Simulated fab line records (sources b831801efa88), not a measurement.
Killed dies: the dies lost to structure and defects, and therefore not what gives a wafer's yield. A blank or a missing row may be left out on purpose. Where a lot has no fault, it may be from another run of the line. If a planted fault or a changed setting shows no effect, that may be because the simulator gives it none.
Check of tool commonality	flow sky130	Sampled: 11 lots, 33 wafers

WHAT PROMPTED THE OPENING
SKY_NWELL_THK_MEAS_02, reading NWELL_OXIDATION_THK: flagged on 2 of 11 lots. Fault-free wafers read 9.91 nm, with a standard deviation of 0.15.
Rule: a lot is flagged in two cases, either no wafer of it has a number, or all its wafers with numbers fall more than 4 standard deviations from that mean. The other lots count as sound.

lot	measured	on	NWELL_OXIDATION_THK (nm), wafer by wafer	flag
L598	day 3 03:23	film metro-03	9.91 9.94 9.92	
L599	day 3 10:04	film metro-03	9.93 9.81 9.99	
L602	day 3 21:56	film metro-03	9.76 9.92 9.78	
L605	day 4 23:41	film metro-03	9.88 9.53 9.73	
L606	day 5 02:35	film metro-03	3.26 3.24 3.46	FLAGGED
L607	day 5 03:59	film metro-03	3.55 3.27 3.26	FLAGGED
L609	day 5 13:19	film metro-04	10.05 10.11 10.10	
L610	day 5 17:54	film metro-03	9.89 9.95 9.95	
L611	day 5 23:45	film metro-03	10.24 9.97 9.96	
L613	day 6 09:28	film metro-01	9.86 9.86 9.77	
L618	day 7 12:56	film metro-04	10.13 10.06 10.09	
Average over the flagged lots: 3.34 nm; offset from the usual -6.57 nm, equal to -44 standard deviations.

WHICH TOOL EACH LOT WENT THROUGH
The record holds 2 process steps before the reading, out of a route of 708 steps. Cell contents, in order: the tool; ch with the chambers the sampled wafers went through; the start.
lot	flag	SKY_FIELD_ISO_ETCH_17	SKY_NWELL_OXIDATION_01
L598		rie si-02 ch 1,2,3, day 2 19:36	furnace-02 ch 0, day 3 01:59
L599		rie si-02 ch 0,3, day 3 03:05	furnace-02 ch 0, day 3 08:38
L602		rie si-02 ch 0,2, day 3 16:08	furnace-02 ch 0, day 3 20:32
L605		rie si-01 ch 0,2,3, day 4 09:23	furnace-02 ch 0, day 4 22:17
L606	FLAGGED	rie si-02 ch 0,1,2, day 4 14:08	furnace-02 ch 0, day 5 01:11
L607	FLAGGED	rie si-01 ch 0,2,3, day 4 18:14	furnace-02 ch 0, day 5 02:35
L609		rie si-01 ch 1,3, day 5 05:15	furnace-01 ch 0, day 5 11:54
L610		rie si-02 ch 0,1, day 5 11:05	furnace-01 ch 0, day 5 16:30
L611		rie si-01 ch 1,2, day 5 16:41	furnace-01 ch 0, day 5 22:22
L613		rie si-01 ch 0,1,2, day 6 03:18	furnace-01 ch 0, day 6 08:04
L618		rie si-02 ch 1,2,3, day 7 05:24	furnace-01 ch 0, day 7 11:31
What is done by these steps:
- SKY_FIELD_ISO_ETCH_17: etches Si in HBr/Cl2/O2, target depth 342 nm, time 97.7 s.
- SKY_NWELL_OXIDATION_01: stabilise 600 s, purge 300 s, target thk 10 nm.
- SKY_NWELL_THK_MEAS_02

FLAGGED OVER TOTAL, TOOL BY TOOL (the gauges that took the reading come last)
step	tool	lots run	flagged	share of the flagged lots	sound lots run after its first flagged lot
SKY_FIELD_ISO_ETCH_17	rie si-01	5	1	some	3 (L609,L611,L613)
SKY_FIELD_ISO_ETCH_17	rie si-02	6	1	some	2 (L610,L618)
SKY_NWELL_OXIDATION_01	furnace-01	5	0	none	-
SKY_NWELL_OXIDATION_01	furnace-02	6	2	all	0
SKY_NWELL_THK_MEAS_02	film metro-01	1	0	none	-
SKY_NWELL_THK_MEAS_02	film metro-03	8	2	all	2 (L610,L611)
SKY_NWELL_THK_MEAS_02	film metro-04	2	0	none	-

WHAT THE TABLE PERMITS
Every flagged lot went through 2 rows of the table: furnace-02 at SKY_NWELL_OXIDATION_01 and film metro-03 at SKY_NWELL_THK_MEAS_02.
- furnace-02 at SKY_NWELL_OXIDATION_01: 2 of its 6 lots flagged. Last sound lot L605 at day 4 22:17, first flagged lot L606 at day 5 01:11; a fault beginning in between fits. Its own readings lie more than 4 standard deviations out on every wafer of the flagged lots: spike tc bottom C, spike tc centre C, spike tc lower C, spike tc top C, spike tc upper C, tube center temp C, tube_center_temp_C_max, zone power lower pct, zone power top pct, zone power upper pct.
- film metro-03 at SKY_NWELL_THK_MEAS_02: 2 of its 8 lots flagged. Sound lots ran on it after the first flagged one (L610, L611), which a lasting fault on the whole tool wouldn't allow.
What remains is a single tool, furnace-02 at SKY_NWELL_OXIDATION_01.

WHAT THE SIMULATOR PUT IN
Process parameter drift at SKY_NWELL_OXIDATION_01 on furnace-02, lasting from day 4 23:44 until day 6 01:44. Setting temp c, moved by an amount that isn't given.
Shown lots that were struck: L606, L607. The rule above reached the same finding.
